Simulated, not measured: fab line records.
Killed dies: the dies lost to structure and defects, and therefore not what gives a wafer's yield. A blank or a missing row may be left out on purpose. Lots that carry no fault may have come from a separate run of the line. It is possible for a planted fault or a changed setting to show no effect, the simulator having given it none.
fab line records :: flow sfq_line
record
  lots=14
  wafers=40
  last_day=83
route steps=325 shown I1@74
lots untouched by any fault: they come from a run of this same line in which no faults occurred
start_h: hours from the record's opening day to when the first of the lot's shown wafers began :: wait_h: hours from the lot's prior step to this one :: " same as the row above :: L1.1+2: a row that stands for several wafers :: - no value, or no start given :: * or withheld: withheld :: < > ~ a bound
route shown NAME@n: a module of which the file shows steps, and the number in the route of the first :: usual: average and standard deviation across the fault-free wafers :: same: alike in all rows :: chamber/n: place in a boat :: sites: each site's reading :: _std_site: the values' standard deviation :: _edge_site: mean of outer sites minus mean of inner sites :: radius_mm: how far each site lies from the wafer's centre :: mask NAME#n: copy n :: behind: the tool/chamber that last shaped the wafer :: hold: what put the lot on hold/how long, in hours/how the hold closed :: device: whichever transistor did not switch (one of n, p or np) :: end of line: tests of these same wafers at the route's end :: step lacking rows: just its recipe :: killed: dies lost to structure and defects at the first sort, not the wafer's yield :: map: the dies of a wafer, with x for killed, . for not killed, _ for no die there
set.NAME: the run value of the setting; set.NAME@STEP: its run value at that earlier step :: model.NAME: the simulator's own value behind a step, which no gauge read
steps of the route over a sample of lots; a table a step, a row a wafer
services: when a tool's chamber went out of use (start_h, in hours from the record's first day, below 0 if earlier), for how many hours, and the reason
## steps
# step SFQ_TRILAYER_I1_CMP_CMP_046
# recipe
  material=SiO2
  down_force_psi=3
  platen_rpm=60
  pad_velocity_m_s=0.94248
# usual
  motor_current_A=10.7/0.64
  time_to_endpoint_s=215/6.6
lot.wafer: L339.4
tool: cmp-01
chamber: 0
start_h: 348.85
wait_h: 17.2
motor_current_A: 10.7
time_to_endpoint_s: 213

lot.wafer: L339.1
tool: cmp-01
chamber: 2
start_h: 349.85
wait_h: 18.3
motor_current_A: 10.6
time_to_endpoint_s: 212

lot.wafer: L339.5
tool: cmp-01
chamber: 0
start_h: 350.85
wait_h: 19.2
motor_current_A: 11.0
time_to_endpoint_s: 213

lot.wafer: L340.1
tool: cmp-02
chamber: 1
start_h: 350.51
wait_h: 17.7
motor_current_A: 10.0
time_to_endpoint_s: 219

lot.wafer: L340.2
tool: cmp-02
chamber: 2
start_h: 350.51
wait_h: 17.7
motor_current_A: 11.1
time_to_endpoint_s: 218

lot.wafer: L340.3
tool: cmp-02
chamber: 3
start_h: 350.51
wait_h: 17.7
motor_current_A: 11.1
time_to_endpoint_s: 209

lot.wafer: L342.3
tool: cmp-01
chamber: 2
start_h: 439.86
wait_h: 17.9
motor_current_A: 10.4
time_to_endpoint_s: 226

lot.wafer: L342.1
tool: cmp-01
chamber: 0
start_h: 440.86
wait_h: 18.9
motor_current_A: 10.9
time_to_endpoint_s: 219

lot.wafer: L342.5
tool: cmp-01
chamber: 1
start_h: 440.86
wait_h: 18.9
motor_current_A: 10.7
time_to_endpoint_s: 232

lot.wafer: L343.1
tool: cmp-01
chamber: 0
start_h: 445.36
wait_h: 16.2
motor_current_A: 11.3
time_to_endpoint_s: 217

lot.wafer: L343.3
tool: cmp-01
chamber: 3
start_h: 446.86
wait_h: 17.7
motor_current_A: 10.7
time_to_endpoint_s: 211

lot.wafer: L343.6
tool: cmp-01
chamber: 0
start_h: 446.86
wait_h: 17.7
motor_current_A: 10.7
time_to_endpoint_s: 217

lot.wafer: L344.1
tool: cmp-02
chamber: 0
start_h: 451.88
wait_h: 15.4
motor_current_A: 10.2
time_to_endpoint_s: 209

lot.wafer: L344.6
tool: cmp-02
chamber: 1
start_h: 451.88
wait_h: 15.4
motor_current_A: 10.1
time_to_endpoint_s: 218

lot.wafer: L344.5
tool: cmp-02
chamber: 2
start_h: 451.88
wait_h: 15.4
motor_current_A: 11.9
time_to_endpoint_s: 221

lot.wafer: L345.1
tool: cmp-02
chamber: 1
start_h: 459.38
wait_h: 7.4
motor_current_A: 10.2
time_to_endpoint_s: 225

lot.wafer: L345.4
tool: cmp-02
chamber: 3
start_h: 460.38
wait_h: 8.4
motor_current_A: 11.0
time_to_endpoint_s: 218

lot.wafer: L345.6
tool: cmp-02
chamber: 2
start_h: 461.88
wait_h: 9.9
motor_current_A: 12.3
time_to_endpoint_s: 232

lot.wafer: L346.4
tool: cmp-02
chamber: 2
start_h: 469.38
wait_h: 4.6
motor_current_A: 11.2
time_to_endpoint_s: 209

lot.wafer: L346.6
tool: cmp-02
chamber: 0
start_h: 470.38
wait_h: 5.6
motor_current_A: 9.6
time_to_endpoint_s: 208

lot.wafer: L346.5
tool: cmp-02
chamber: 1
start_h: 470.38
wait_h: 5.6
motor_current_A: 10.2
time_to_endpoint_s: 222

lot.wafer: L347.1
tool: cmp-02
chamber: 1
start_h: 472.38
wait_h: 6.0
motor_current_A: 10.5
time_to_endpoint_s: 206

lot.wafer: L347.3
tool: cmp-02
chamber: 2
start_h: 472.38
wait_h: 6.0
motor_current_A: 12.4
time_to_endpoint_s: 219

lot.wafer: L347.5
tool: cmp-02
chamber: 3
start_h: 472.38
wait_h: 6.0
motor_current_A: 10.3
time_to_endpoint_s: 221

lot.wafer: L348.2
tool: cmp-02
chamber: 0
start_h: 480.57
wait_h: 3.2
motor_current_A: 9.6
time_to_endpoint_s: 204

lot.wafer: L348.3
tool: cmp-02
chamber: 2
start_h: 481.57
wait_h: 4.2
motor_current_A: 11.1
time_to_endpoint_s: 208

lot.wafer: L348.6
tool: cmp-02
chamber: 1
start_h: 483.07
wait_h: 5.7
motor_current_A: 10.0
time_to_endpoint_s: 219

lot.wafer: L349.1
tool: cmp-02
chamber: 1
start_h: 493.25
wait_h: 0.5
motor_current_A: 9.8
time_to_endpoint_s: 212

lot.wafer: L349.3
tool: cmp-02
chamber: 2
start_h: 493.25
wait_h: 0.5
motor_current_A: 11.6
time_to_endpoint_s: 205

lot.wafer: L349.6
tool: cmp-02
chamber: 1
start_h: 495.25
wait_h: 2.5
motor_current_A: 10.4
time_to_endpoint_s: 214

lot.wafer: L350.1
tool: cmp-02
chamber: 2
start_h: 499.95
wait_h: 0.0
motor_current_A: 11.6
time_to_endpoint_s: 213

lot.wafer: L350.5
tool: cmp-02
chamber: 2
start_h: 501.95
wait_h: 2.0
motor_current_A: 11.8
time_to_endpoint_s: 221

lot.wafer: L350.6
tool: cmp-02
chamber: 3
start_h: 501.95
wait_h: 2.0
motor_current_A: 10.8
time_to_endpoint_s: 215

lot.wafer: L351.2
tool: cmp-02
chamber: 1
start_h: 508.05
wait_h: 0.8
motor_current_A: 10.6
time_to_endpoint_s: 207

lot.wafer: L351.1
tool: cmp-02
chamber: 2
start_h: 508.05
wait_h: 0.8
motor_current_A: 11.3
time_to_endpoint_s: 210

lot.wafer: L351.3
tool: cmp-02
chamber: 3
start_h: 508.05
wait_h: 0.8
motor_current_A: 11.3
time_to_endpoint_s: 209

lot.wafer: L357.2
tool: cmp-02
chamber: 0
start_h: 554.57
wait_h: 2.8
motor_current_A: 9.7
time_to_endpoint_s: 118

lot.wafer: L357.5
tool: cmp-02
chamber: 2
start_h: 555.57
wait_h: 3.8
motor_current_A: 11.5
time_to_endpoint_s: 215

lot.wafer: L359.2
tool: cmp-02
chamber: 3
start_h: 565.11
wait_h: 4.5
motor_current_A: 11.2
time_to_endpoint_s: 113

lot.wafer: L359.6
tool: cmp-02
chamber: 2
start_h: 566.61
wait_h: 5.9
motor_current_A: 11.5
time_to_endpoint_s: 124
## services
tool: cmp-01
chamber: -
start_h: 327.40
hours: 6.2
kind: pm

tool: cmp-02
chamber: -
start_h: 355.45
hours: 6.2
kind: repair

tool: cmp-02
chamber: -
start_h: 393.72
hours: 0.9
kind: repair

tool: cmp-02
chamber: -
start_h: 407.35
hours: 4.0
kind: pm

tool: cmp-01
chamber: -
start_h: 409.95
hours: 2.2
kind: repair

tool: cmp-02
chamber: -
start_h: 411.35
hours: -
kind: consumable_replace:conditioner

tool: cmp-02
chamber: -
start_h: 411.35
hours: -
kind: consumable_replace:pad

tool: cmp-02
chamber: -
start_h: 414.35
hours: 18.0
kind: pm

tool: cmp-01
chamber: -
start_h: 456.82
hours: 1.7
kind: repair

tool: cmp-01
chamber: -
start_h: 470.50
hours: 2.1
kind: repair

tool: cmp-01
chamber: -
start_h: 498.24
hours: 0.5
kind: repair

tool: cmp-01
chamber: -
start_h: 540.41
hours: 16.7
kind: pm

tool: cmp-02
chamber: -
start_h: 559.57
hours: 5.0
kind: pm
## key
first_sign
  step=SFQ_TRILAYER_I1_CMP_CMP_046
  reading=time_to_endpoint_s
  direction=down
  sigmas=15
  usual=*
  struck=*
effect none on later readings
met_at SFQ_TRILAYER_I1_CMP_CMP_046
struck_lots L357,L359
struck_wafers L357.2,L359.2,L359.6
onset_between 508.05 554.57
fault
  kind=process_parameter_drift
  tool=cmp-02
  chamber=-
  onset_h=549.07
  steps=SFQ_TRILAYER_I1_CMP_CMP_046
  channel=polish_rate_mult
  offset=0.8
  shape=step
  end_h=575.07
  scope=struck_wafers_only
